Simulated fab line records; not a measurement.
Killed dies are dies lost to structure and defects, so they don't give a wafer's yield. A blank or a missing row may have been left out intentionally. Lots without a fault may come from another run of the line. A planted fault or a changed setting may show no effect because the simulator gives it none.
Struck lot and sound lot, side by side    flow sky130    16 out of 708 route steps
Sound: the wafers L633.2, L633.4, L633.6. Struck: wafer L624.4 (left out: L624.2, L624.3 of the same lot, which were not struck); the cause appears at the end.
Per side, at each step with rows, come the tool, then ch with its chambers, and then its first start. Under that, the readings that differ: sound wafers    struck wafers    difference of the means    sigmas: that difference in standard deviations of wafers without a fault.
alike: readings with means less than 2 such deviations apart, plus words and numbers identical on both sides. not compared: withheld readings, readings lacking a value on some wafer, bounds such as >300 that could conceal the same value, and numbers that have no deviation in the record and whose values overlap.
The two part at a step that has a row with sigmas, a row that says differs or no value, or rows on one side only. Numbers that don't overlap but have no deviation are shown without sigmas and don't part them. A reading missing from all wafers of one side parts the sides only when that side holds two or more wafers.

first, 3 steps without rows for these wafers: SKY_LI_CONTACT_EXPOSE_09 (exposes mask LICM1, target cd 170 nm); SKY_LI_CONTACT_PEB_10; SKY_LI_CONTACT_DEVELOP_11 (develop time 60 s).
SKY_LI_CONTACT_CD_MEAS_12: target cd 170 nm.
  sound on cd_sem-02 at day 35 15:22; struck on cd_sem-01 at day 32 18:58
  alike: cd_nm
SKY_LI_CONTACT_OVL_MEAS_13:
  sound on overlay-01 at day 35 15:28; struck on overlay-02 at day 32 19:04
  alike: LI_CONTACT_OVL
SKY_LI_CONTACT_ETCH_14: etches BARC in N2/H2, stops on SiO2, time 45.9 s, target depth 60 nm.
  sound on rie_diel-01 ch 1,2,3, day 35 15:30; struck on rie_diel-03 ch 0, day 32 19:06
  alike: drypump_motor_current_A, n2_flow_sccm, oes_product_au, rf_fwd_power_W, throttle_valve_pct
  not compared: rf_hours_counter_h
then, 1 step without rows for these wafers: SKY_LI_CONTACT_ETCH_15 (etches PSG in C4F8/O2/Ar, stops on Si, target depth 600 nm).
SKY_LI_CONTACT_STRIP_16: strips in O2/N2.
  sound on plasma_asher-02 ch 0,1, day 35 15:37; struck on plasma_asher-04 ch 1, day 32 19:13
  alike: drypump_motor_current_A, n2_flow_sccm, o2_flow_sccm, oes_product_au, strip_time_to_endpoint_s
  not compared: rf_hours_counter_h
then, 2 steps without rows for these wafers: SKY_LI_CONTACT_CLEAN_17 (cleans in NMP, time 600 s); SKY_LI_CONTACT_PRE_CLEAN_18 (time 5.6 s).
SKY_LI_CONTACT_SPUTTER_19: material Ti, target thk 20 nm, time 106.37 s.
  sound on pvd_sputter-01 at day 35 15:55; struck on pvd_sputter-03 at day 32 19:31
  alike: throttle_valve_pct
SKY_LI_CONTACT_SPUTTER_20: material TiN, target thk 20 nm, time 80 s.
  sound on pvd_sputter-01 at day 35 15:59; struck on pvd_sputter-03 at day 32 19:35
  alike: throttle_valve_pct
SKY_LI_CONTACT_CVD_21: deposits W, target thk 400 nm, time 120.56 s.
  sound on cvd_w-01 ch 0,1, day 35 16:04; struck on cvd_w-01 ch 0, day 32 19:40
reading                                   sound              struck  difference  sigmas
model.W_of_LI_CONTACT_CVD_21.thk_nm (nm)  397.4 391.2 398.6  424.2   +28.5       
  alike: heater_power_outer_w, heater_power_w
SKY_LI_CONTACT_RS_MEAS_22: a four-point-probe measurement.
  sound on film_metro-03 at day 35 16:12; struck on film_metro-01 at day 32 20:11
reading                   sound                 struck  difference  sigmas
LI_CONTACT_W_RS (ohm/sq)  0.2865 0.2919 0.2861  0.2682  -0.0200     -7
  not compared: hold
SKY_LI_CONTACT_THK_MEAS_23: measures by xrf.
  sound on film_metro-03 at day 35 16:19; struck on film_metro-01 at day 33 02:58
reading                sound        struck  difference  sigmas
LI_CONTACT_W_THK (nm)  420 412 424  452     +33         +6
  not compared: hold
SKY_LI_CONTACT_CMP_24: polishes, stops on PSG, t overpolish 20 s, target thk 0 nm.
  sound on cmp-01 ch 0,1,2, day 35 16:22; struck on cmp-02 ch 1, day 33 05:19
reading  sound  struck                    difference                    sigmas
hold     - - -  await_dispo/2.2h/release  no value on the sound wafers  
  alike: motor_current_A, slurry_filter_dp_kPa

WHERE THEY PART
Last at SKY_LI_CONTACT_CMP_24 as far as this record goes, first at SKY_LI_CONTACT_RS_MEAS_22.

WHY: what the simulator had put in
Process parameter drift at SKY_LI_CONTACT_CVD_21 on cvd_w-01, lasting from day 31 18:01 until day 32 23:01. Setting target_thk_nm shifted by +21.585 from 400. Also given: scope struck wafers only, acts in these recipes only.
